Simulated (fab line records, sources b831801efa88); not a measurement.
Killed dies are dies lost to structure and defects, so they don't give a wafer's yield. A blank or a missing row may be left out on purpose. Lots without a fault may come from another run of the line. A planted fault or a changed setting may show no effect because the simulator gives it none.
Which tool did it? | flow gf180mcu | 11 lots, 31 wafers sampled, at 5 steps of a route of 602

WHAT THE GAUGES READ, wafer by wafer
The record holds no reading of a measuring or inspecting step that can be judged against a usual standard deviation.

WHICH TOOL RAN EACH LOT (tool, then ch and the chambers of the sampled wafers, then the start)
lot  | GF_NWELL_STRIP_10                   | GF_LVPWELL_STRIP_10                 | GF_M4_METAL_ETCH_16               | GF_M4_STRIP_17                       | GF_V5_SPUTTER_22
L150 | plasma_asher-01 ch 0,1, day 3 14:05 | plasma_asher-02 ch 0,1, day 4 03:41 | rie_metal-04 ch 0,1, day 23 18:49 | plasma_asher-03 ch 0,1, day 23 18:56 | pvd_sputter-03, day 27 13:18
L151 | plasma_asher-04 ch 0,1, day 3 19:33 | plasma_asher-02 ch 0,1, day 4 09:06 | rie_metal-03 ch 1, day 24 05:46   | plasma_asher-03 ch 0,1, day 24 06:01 | pvd_sputter-03, day 27 23:43
L154 | plasma_asher-01 ch 0,1, day 4 12:26 | plasma_asher-04 ch 0,1, day 5 02:24 | rie_metal-04 ch 0,1, day 25 04:49 | plasma_asher-02 ch 0,1, day 25 04:56 | pvd_sputter-04, day 28 18:11
L155 | plasma_asher-04 ch 0,1, day 4 16:33 | plasma_asher-02 ch 0,1, day 5 06:00 | rie_metal-03 ch 0,1, day 25 11:44 | plasma_asher-03 ch 0, day 25 11:52   | pvd_sputter-02, day 29 01:57
L158 | plasma_asher-01 ch 0,1, day 5 08:32 | plasma_asher-02 ch 0,1, day 5 22:51 | rie_metal-04 ch 0, day 26 14:09   | plasma_asher-02 ch 0,1, day 26 14:22 | pvd_sputter-02, day 30 01:21
L163 | plasma_asher-03 ch 0, day 6 12:19   | plasma_asher-03 ch 0,1, day 7 03:58 | rie_metal-04 ch 0, day 28 00:43   | plasma_asher-01 ch 1, day 28 00:50   | pvd_sputter-04, day 31 09:13
L167 | plasma_asher-01 ch 0, day 7 09:50   | plasma_asher-04 ch 1, day 8 02:11   | rie_metal-04 ch 0,1, day 29 05:15 | plasma_asher-02 ch 0,1, day 29 05:23 | pvd_sputter-02, day 32 10:15
L168 | plasma_asher-03 ch 0,1, day 7 15:18 | plasma_asher-02 ch 0,1, day 8 07:38 | rie_metal-04 ch 0, day 29 11:34   | plasma_asher-02 ch 0,1, day 29 11:49 | pvd_sputter-04, day 32 15:44
L169 | plasma_asher-01 ch 0,1, day 7 21:14 | plasma_asher-03 ch 0,1, day 8 13:50 | rie_metal-02 ch 0,1, day 29 14:39 | plasma_asher-02 ch 0,1, day 29 14:47 | pvd_sputter-04, day 32 17:41
L171 | plasma_asher-04 ch 0,1, day 8 07:11 | plasma_asher-04 ch 0,1, day 9 00:41 | rie_metal-02 ch 0,1, day 30 05:30 | plasma_asher-02 ch 0,1, day 30 05:37 | pvd_sputter-03, day 33 07:35
L172 | plasma_asher-03 ch 0,1, day 8 12:23 | plasma_asher-03 ch 0,1, day 9 05:47 | rie_metal-02 ch 0,1, day 30 13:23 | plasma_asher-01 ch 0,1, day 30 13:31 | pvd_sputter-04, day 33 12:36
- GF_NWELL_STRIP_10: strips in O2/N2.
- GF_LVPWELL_STRIP_10: strips in O2/N2.
- GF_M4_METAL_ETCH_16: etches the open film in Cl2/BCl3, stops on SiO2, target depth 750.8 nm, time 125.1 s.
- GF_M4_STRIP_17: strips in O2/N2.
- GF_V5_SPUTTER_22: material TiN, target thk 10 nm, time 40 s.

WHAT THE TOOLS THEMSELVES READ (means of the sampled wafers that have a number; where no wafer has one, the mark that the record gives instead)
GF_NWELL_STRIP_10. Usual: drypump_motor_current_A 5.8 A, standard deviation 0.37; heater_power_w 315 W, standard deviation 24; oes_product_au 0.723 a.u., standard deviation 0.0044; strip_time_to_endpoint_s 37.00 s, standard deviation 0.096.
lot  | tool            | drypump_motor_current_A (A) | heater_power_w (W) | oes_product_au (a.u.) | strip_time_to_endpoint_s (s) | flag
L150 | plasma_asher-01 | 5.9                         | 315                | 0.723                 | 37.01                        |
L151 | plasma_asher-04 | 5.8                         | 330                | 0.723                 | 37.00                        |
L154 | plasma_asher-01 | 5.9                         | 322                | 0.723                 | 36.93                        |
L155 | plasma_asher-04 | 5.8                         | 326                | 0.721                 | 36.93                        |
L158 | plasma_asher-01 | 5.9                         | 319                | 0.725                 | 37.09                        |
L163 | plasma_asher-03 | 6.0                         | 308                | 0.725                 | 36.96                        |
L167 | plasma_asher-01 | 6.0                         | 278                | 0.726                 | 37.00                        |
L168 | plasma_asher-03 | 5.9                         | 315                | 0.725                 | 36.87                        |
L169 | plasma_asher-01 | 5.8                         | 322                | 0.720                 | 37.10                        |
L171 | plasma_asher-04 | 5.3                         | 310                | 0.724                 | 37.15                        |
L172 | plasma_asher-03 | 5.9                         | 322                | 0.721                 | 37.10                        |

GF_LVPWELL_STRIP_10. Usual: drypump_motor_current_A 5.7 A, standard deviation 0.33; heater_power_w 330 W, standard deviation 14; oes_product_au 0.723 a.u., standard deviation 0.0045; strip_time_to_endpoint_s 36.99 s, standard deviation 0.11.
lot  | tool            | drypump_motor_current_A (A) | heater_power_w (W) | oes_product_au (a.u.) | strip_time_to_endpoint_s (s) | flag
L150 | plasma_asher-02 | 5.6                         | 331                | 0.726                 | 37.08                        |
L151 | plasma_asher-02 | 5.7                         | 337                | 0.720                 | 37.02                        |
L154 | plasma_asher-04 | 5.8                         | 328                | 0.723                 | 37.11                        |
L155 | plasma_asher-02 | 5.6                         | 340                | 0.724                 | 36.96                        |
L158 | plasma_asher-02 | 5.6                         | 339                | 0.720                 | 37.10                        |
L163 | plasma_asher-03 | 5.9                         | 320                | 0.720                 | 36.81                        |
L167 | plasma_asher-04 | 5.0                         | 298                | 0.725                 | 37.04                        |
L168 | plasma_asher-02 | 5.6                         | 339                | 0.726                 | 36.88                        |
L169 | plasma_asher-03 | 5.9                         | 310                | 0.724                 | 36.88                        |
L171 | plasma_asher-04 | 5.8                         | 319                | 0.721                 | 36.86                        |
L172 | plasma_asher-03 | 5.9                         | 323                | 0.722                 | 36.94                        |

GF_M4_METAL_ETCH_16. Usual: drypump_motor_current_A 5.68 A, standard deviation 0.17; oes_product_au 0.986 a.u., standard deviation 0.0072; throttle_valve_pct 28.234 %, standard deviation 0.011.
lot  | tool         | drypump_motor_current_A (A) | oes_product_au (a.u.) | throttle_valve_pct (%) | flag
L150 | rie_metal-04 | 5.75                        | 0.986                 | 28.227                 |
L151 | rie_metal-03 | 5.60                        | 0.998                 | 28.227                 |
L154 | rie_metal-04 | 5.74                        | 0.983                 | 28.236                 |
L155 | rie_metal-03 | 5.71                        | 0.995                 | 28.222                 |
L158 | rie_metal-04 | 5.59                        | 0.990                 | 28.232                 |
L163 | rie_metal-04 | 5.55                        | 0.995                 | 28.229                 |
L167 | rie_metal-04 | 5.68                        | 0.990                 | 28.234                 |
L168 | rie_metal-04 | 5.58                        | 0.991                 | 28.236                 |
L169 | rie_metal-02 | 5.69                        | 0.986                 | 28.233                 |
L171 | rie_metal-02 | 5.57                        | 0.978                 | 28.242                 |
L172 | rie_metal-02 | 5.59                        | 0.980                 | 28.246                 |

GF_M4_STRIP_17. Usual: drypump_motor_current_A 5.78 A, standard deviation 0.16; heater_power_w 324 W, standard deviation 21; oes_product_au 0.539 a.u., standard deviation 0.0049; strip_time_to_endpoint_s 7.43 s, standard deviation 0.056.
lot  | tool            | drypump_motor_current_A (A) | heater_power_w (W) | oes_product_au (a.u.) | strip_time_to_endpoint_s (s) | flag
L150 | plasma_asher-03 | 5.95                        | 313                | 0.537                 | 7.43                         |
L151 | plasma_asher-03 | 5.88                        | 317                | 0.537                 | 7.33                         |
L154 | plasma_asher-02 | 5.60                        | 340                | 0.543                 | 7.45                         |
L155 | plasma_asher-03 | 6.01                        | 320                | 0.538                 | 7.33                         |
L158 | plasma_asher-02 | 5.60                        | 336                | 0.538                 | 7.40                         |
L163 | plasma_asher-01 | 5.86                        | 344                | 0.520                 | 6.90                         | OFF
L167 | plasma_asher-02 | 5.61                        | 342                | 0.516                 | 6.92                         | OFF
L168 | plasma_asher-02 | 5.62                        | 338                | 0.527                 | 7.09                         | OFF
L169 | plasma_asher-02 | 5.61                        | 338                | 0.537                 | 7.47                         |
L171 | plasma_asher-02 | 5.63                        | 340                | 0.542                 | 7.45                         |
L172 | plasma_asher-01 | 5.88                        | 317                | 0.540                 | 7.48                         |

GF_V5_SPUTTER_22. Usual: throttle_valve_pct 30.4 %, standard deviation 0.87.
lot  | tool           | throttle_valve_pct (%) | flag
L150 | pvd_sputter-03 | 29.9                   |
L151 | pvd_sputter-03 | 30.0                   |
L154 | pvd_sputter-04 | 31.6                   |
L155 | pvd_sputter-02 | 30.6                   |
L158 | pvd_sputter-02 | 29.8                   |
L163 | pvd_sputter-04 | 31.1                   |
L167 | pvd_sputter-02 | 29.9                   |
L168 | pvd_sputter-04 | 30.1                   |
L169 | pvd_sputter-04 | 30.8                   |
L171 | pvd_sputter-03 | 29.8                   |
L172 | pvd_sputter-04 | 30.8                   |

THE ANSWER, worked out from the rows above alone
Rule: a lot is off if the mean of its wafers that have a number lies more than 3 standard deviations from the usual mean. A lot without any number at a reading at which 4 lots or more have one is off too. The other lots that the step has rows for count as sound. The gauges are gone through in route order, then the tools' own readings, and for those a lot's mean is taken as printed above. The first step at which some lot is off is used, and at that step the reading that is off furthest; a lot without a number counts as furthest.
Off: L163, L167, L168, at GF_M4_STRIP_17 (strip_time_to_endpoint_s).
A tool fits if, at that step or a process step before it, it ran every lot that is off, and no sound lot after the first of them. One fits: rie_metal-04 at GF_M4_METAL_ETCH_16. Its last sound lot is L158 (day 26 14:09), its first lot that is off L163 (day 28 00:43): a fault that began between those two fits.

WHAT THE SIMULATOR HAD PUT IN
Process parameter drift: rie_metal-04, from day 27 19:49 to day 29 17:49, at GF_M4_METAL_ETCH_16. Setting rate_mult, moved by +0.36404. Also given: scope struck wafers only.
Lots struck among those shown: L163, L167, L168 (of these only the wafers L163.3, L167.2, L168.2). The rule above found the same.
